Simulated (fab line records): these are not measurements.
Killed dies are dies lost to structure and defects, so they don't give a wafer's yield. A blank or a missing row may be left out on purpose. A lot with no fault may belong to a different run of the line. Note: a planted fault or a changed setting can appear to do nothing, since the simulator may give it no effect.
Which tool did it? | flow gf180mcu | 14 lots, 42 wafers sampled, at 4 steps of a route of 602

## WHAT THE GAUGES READ, wafer by wafer
GF_V5_OVL_MEAS_15. Usual: V5_OVL -6 nm, standard deviation 5.2.
lot  | measured     | on         | V5_OVL (nm) | flag
L373 | day 27 06:05 | overlay-02 | -5 -2 -5    |
L375 | day 28 02:22 | overlay-02 | -4 -3 -9    |
L377 | day 28 19:01 | overlay-01 | -3 -3 -4    |
L380 | day 29 12:35 | overlay-02 | -7 -3 -6    |
L381 | day 29 19:44 | overlay-01 | -3 -8 1     |
L383 | day 30 07:59 | overlay-01 | 1 -3 -8     |
L386 | day 31 00:54 | overlay-02 | -8 -2 6     |
L388 | day 31 12:17 | overlay-02 | -9 -14 -13  |
L389 | day 31 23:29 | overlay-01 | -14 -11 0   |
L391 | day 32 07:11 | overlay-02 | -8 -6 -16   |
L393 | day 32 21:25 | overlay-01 | -12 -9 -6   |
L394 | day 33 01:59 | overlay-02 | -4 -10 -6   |
L395 | day 33 05:13 | overlay-01 | 4 -3 -9     |
L396 | day 33 09:44 | overlay-01 | -9 -8 -14   |

GF_PASSIVATION_THK_MEAS_03. Usual: PASSIVATION_CVD_02_THK 699 nm, standard deviation 10.
lot  | measured     | on            | PASSIVATION_CVD_02_THK (nm) | flag
L373 | day 28 05:05 | film_metro-02 | 677 699 693                 |
L375 | day 28 23:35 | film_metro-02 | 701 708 711                 |
L377 | day 29 16:44 | film_metro-01 | 698 679 687                 |
L380 | day 30 10:05 | film_metro-02 | 695 699 696                 |
L381 | day 30 16:49 | film_metro-02 | 686 694 697                 |
L383 | day 31 05:19 | film_metro-01 | 695 686 694                 |
L386 | day 31 21:13 | film_metro-01 | 680 692 700                 |
L388 | day 32 08:53 | film_metro-04 | 680 689 710                 |
L389 | day 32 18:35 | film_metro-01 | 694 708 714                 |
L391 | day 33 02:15 | film_metro-02 | 687 705 707                 |
L393 | day 33 15:53 | film_metro-02 | 692 689 693                 |
L394 | day 33 19:46 | film_metro-04 | 705 698 709                 |
L395 | day 33 23:06 | film_metro-01 | 691 703 708                 |
L396 | day 34 03:55 | film_metro-02 | 696 707 711                 |

## EACH LOT AND THE TOOL THAT RAN IT (in order: tool; ch and the chambers of the sampled wafers; start)
lot  | GF_VT_IMPLANT_STRIP_42               | GF_PASSIVATION_CVD_02
L373 | plasma_asher-03 ch 0,1, day 7 11:22  | pecvd-03 ch 0,1, day 28 04:47
L375 | plasma_asher-02 ch 0,1, day 7 23:20  | pecvd-03 ch 0,2, day 28 23:18
L377 | plasma_asher-04 ch 0,1, day 8 22:40  | pecvd-02 ch 0,1,2, day 29 16:27
L380 | plasma_asher-04 ch 0,1, day 9 13:53  | pecvd-01 ch 0,1,2, day 30 09:47
L381 | plasma_asher-02 ch 0,1, day 9 19:35  | pecvd-02 ch 0,1,2, day 30 16:32
L383 | plasma_asher-02 ch 0,1, day 10 07:53 | pecvd-03 ch 1,2, day 31 04:53
L386 | plasma_asher-03 ch 0,1, day 11 02:17 | pecvd-01 ch 1,2, day 31 20:55
L388 | plasma_asher-04 ch 0,1, day 11 15:53 | pecvd-01 ch 0,1,2, day 32 08:35
L389 | plasma_asher-04 ch 0,1, day 11 23:16 | pecvd-01 ch 0,2, day 32 18:18
L391 | plasma_asher-03 ch 0,1, day 12 12:02 | pecvd-02 ch 1,2, day 33 01:56
L393 | plasma_asher-04 ch 0,1, day 13 03:05 | pecvd-03 ch 0,1, day 33 15:36
L394 | plasma_asher-03 ch 0,1, day 13 08:10 | pecvd-03 ch 1,2, day 33 19:29
L395 | plasma_asher-03 ch 0,1, day 13 16:01 | pecvd-01 ch 0,2, day 33 22:49
L396 | plasma_asher-02 ch 0,1, day 13 18:52 | pecvd-03 ch 0,1,2, day 34 03:37
- GF_VT_IMPLANT_STRIP_42: strips in O2/N2.
- GF_PASSIVATION_CVD_02: deposits Si3N4, target thk 700 nm, time 486.18 s.

## AS READ BY THE TOOLS THEMSELVES (means over the sampled wafers that have a number; for cases with no such wafer, the mark the record gives instead)
GF_VT_IMPLANT_STRIP_42. Usual: drypump_motor_current_A 5.8 A, standard deviation 0.31; heater_power_w 317 W, standard deviation 33; oes_product_au 0.716 a.u., standard deviation 0.0041; strip_time_to_endpoint_s 12.61 s, standard deviation 0.033.
lot  | tool            | drypump_motor_current_A (A) | heater_power_w (W) | oes_product_au (a.u.) | strip_time_to_endpoint_s (s) | flag
L373 | plasma_asher-03 | 5.5                         | 281                | 0.712                 | 12.63                        |
L375 | plasma_asher-02 | 5.7                         | 333                | 0.716                 | 12.62                        |
L377 | plasma_asher-04 | 5.9                         | 349                | 0.720                 | 12.63                        |
L380 | plasma_asher-04 | 5.9                         | 346                | 0.714                 | 12.61                        |
L381 | plasma_asher-02 | 5.8                         | 346                | 0.719                 | 12.63                        |
L383 | plasma_asher-02 | 5.7                         | 328                | 0.718                 | 12.65                        |
L386 | plasma_asher-03 | 5.5                         | 280                | 0.711                 | 12.58                        |
L388 | plasma_asher-04 | 5.9                         | 343                | 0.716                 | 12.60                        |
L389 | plasma_asher-04 | 6.0                         | 340                | 0.711                 | 12.57                        |
L391 | plasma_asher-03 | 5.6                         | 278                | 0.721                 | 12.63                        |
L393 | plasma_asher-04 | 6.0                         | 345                | 0.717                 | 12.57                        |
L394 | plasma_asher-03 | 5.6                         | 275                | 0.715                 | 12.64                        |
L395 | plasma_asher-03 | 5.6                         | 282                | 0.715                 | 12.57                        |
L396 | plasma_asher-02 | 5.7                         | 334                | 0.720                 | 12.64                        |

GF_PASSIVATION_CVD_02. Usual: 766 W for heater_power_w, sd 100.
lot  | tool     | heater_power_w (W) | flag
L373 | pecvd-03 | 854                |
L375 | pecvd-03 | 736                |
L377 | pecvd-02 | 885                |
L380 | pecvd-01 | 729                |
L381 | pecvd-02 | 832                |
L383 | pecvd-03 | 771                |
L386 | pecvd-01 | 721                |
L388 | pecvd-01 | 694                |
L389 | pecvd-01 | 690                |
L391 | pecvd-02 | 749                |
L393 | pecvd-03 | 802                |
L394 | pecvd-03 | 721                |
L395 | pecvd-01 | 723                |
L396 | pecvd-03 | 712                |

## THE ANSWER, worked out from the rows above alone
Rule: a lot counts as off when the mean over its wafers that have a number is more than 3 standard deviations away from the usual mean. A lot without any number at a reading at which 4 lots or more have one is off too. All remaining lots with rows at the step are treated as sound. After the gauges, taken in route order, come the tools' own readings; for these a lot's mean is taken, as printed above. At the first step where some lot is off, the reading lying furthest off is the one used; lots without a number count as furthest.
No lot is off at any reading shown: from this, nothing can be told.

## WHAT THE SIMULATOR PUT IN
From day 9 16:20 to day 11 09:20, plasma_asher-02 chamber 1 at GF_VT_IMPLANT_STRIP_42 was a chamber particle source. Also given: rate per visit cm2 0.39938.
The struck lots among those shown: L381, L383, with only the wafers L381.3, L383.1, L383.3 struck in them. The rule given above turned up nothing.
